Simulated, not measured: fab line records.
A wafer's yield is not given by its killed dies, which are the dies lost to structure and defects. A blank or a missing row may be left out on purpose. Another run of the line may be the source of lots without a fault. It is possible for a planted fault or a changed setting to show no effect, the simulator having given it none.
Split-lot study -- flow gf180mcu -- 23 wafers read from 5 lots, route of 602 steps

ABOUT THE SPLIT
At GF_LVPWELL_COAT_02 (resist thk 3000 nm), the setting resist thk nm was moved away from the recipe's 3000 nm on 10 of the 23 wafers read, by -5.2% to +2.8%. All remaining wafers had this setting at the recipe value.

The reading comes from the split's own step.

THE READING
coat_of_LVPWELL_COAT_02.thk nm (the simulator's own value, which no gauge read), in nm, at GF_LVPWELL_COAT_02 (resist thk 3000 nm). The file gives no usual value for it. Here, 13 wafers ran the recipe; their average is 3003 nm with a standard deviation of 7.9 nm.

wafer,"tool, chamber at the split","resist thk nm as run, nm",against the recipe,"coat_of_LVPWELL_COAT_02.thk nm, nm",against lot-mates on the recipe
L076.2,"litho track-02, 0",3000,recipe,2988,-
L076.3,"litho track-02, 0",3000,recipe,2992,-
L076.4,"litho track-02, 0",3000,recipe,3001,-
L077.1,"litho track-01, 0",2843,-5.2%,2854,-147
L077.2,"litho track-01, 0",2843,-5.2%,2842,-159
L077.3,"litho track-01, 0",3000,recipe,3001,-
L077.5,"litho track-01, 0",3000,recipe,3001,-
L077.4,"litho track-01, 0",2843,-5.2%,2856,-145
L080.1,"litho track-01, 0",2939,-2.0%,2934,-66
L080.2,"litho track-01, 0",3000,recipe,3002,-
L080.3,"litho track-01, 0",2939,-2.0%,2928,-72
L080.4,"litho track-01, 0",3000,recipe,2998,-
L080.6,"litho track-01, 0",2939,-2.0%,2938,-62
L082.1,"litho track-04, 0",3000,recipe,3007,-
L082.2,"litho track-04, 0",3000,recipe,3003,-
L082.3,"litho track-04, 0",3084,+2.8%,3088,+82
L082.4,"litho track-04, 0",3000,recipe,3009,-
L082.6,"litho track-04, 0",3084,+2.8%,3085,+79
L083.2,"litho track-04, 0",2925,-2.5%,2933,-81
L083.3,"litho track-04, 0",2925,-2.5%,2932,-82
L083.4,"litho track-04, 0",3000,recipe,3011,-
L083.5,"litho track-04, 0",3000,recipe,3016,-
L083.6,"litho track-04, 0",3000,recipe,3015,-

THE FIT
A straight line over all 23 wafers: coat_of_LVPWELL_COAT_02.thk nm changes by +29.6 nm for each +1% of resist thk nm; r = +0.99; the points scatter about the line by 7.9 nm.
The same after taking each lot's own level away (the mean of its wafers on the recipe; 23 wafers): +29.3 nm for each +1%; r = +1.00; scatter 5.2 nm.
Per that fit: largest resist thk nm move, reading shift of 1.5e+02 nm.
The span of the lots' own levels, 2993.7 to 3014.0 nm, comes to 2.6 times the standard deviation stated above.
Hence the lot-to-lot level has little effect on the slope; both slopes agree.
Check: with one of the wafers moved furthest among these (-5.2%) left out of the fit, the line predicts -157 nm for it against its lot-mates. Against them it came out at -147 nm.

OTHER SPLITS APPLIED TO THESE WAFERS
Before the reading, these wafers also passed through other splits. Each is held against what the fit with the lots' levels taken away leaves over:
other split on the same wafers,wafers away from the commonest value,r with coat_of_LVPWELL_COAT_02.thk nm (lot level and that fit taken away)
GF_STI_CVD_03 pressure mtorr,18,-0.16
GF_STI_PEB_10 peb temp c,10,+0.24
GF_STI_ETCH_13 source w,8,+0.05
GF_DNWELL_COAT_02 spin rpm,10,-0.30
GF_NWELL_COAT_02 resist thk nm,7,-0.19
GF_NWELL_DEVELOP_06 dev temp c,4,+0.09

THE WHOLE CHAIN: every reading that the file lists as answering this split, in the file's order
step,what it does,reading,change (the file's fit),r (the file's)
GF_LVPWELL_COAT_02,resist thk 3000 nm,"coat_of_LVPWELL_COAT_02.thk nm (the simulator's own value, which no gauge read)",+29.6 nm for each +1% of the setting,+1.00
GF_LVPWELL_STRIP_10,strips in O2/N2,strip time to endpoint s,withheld for each +1% of the setting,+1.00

FILE'S OWN FIT
coat_of_LVPWELL_COAT_02.thk nm changes by +29.6 nm for each +1% of resist thk nm, r = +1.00.
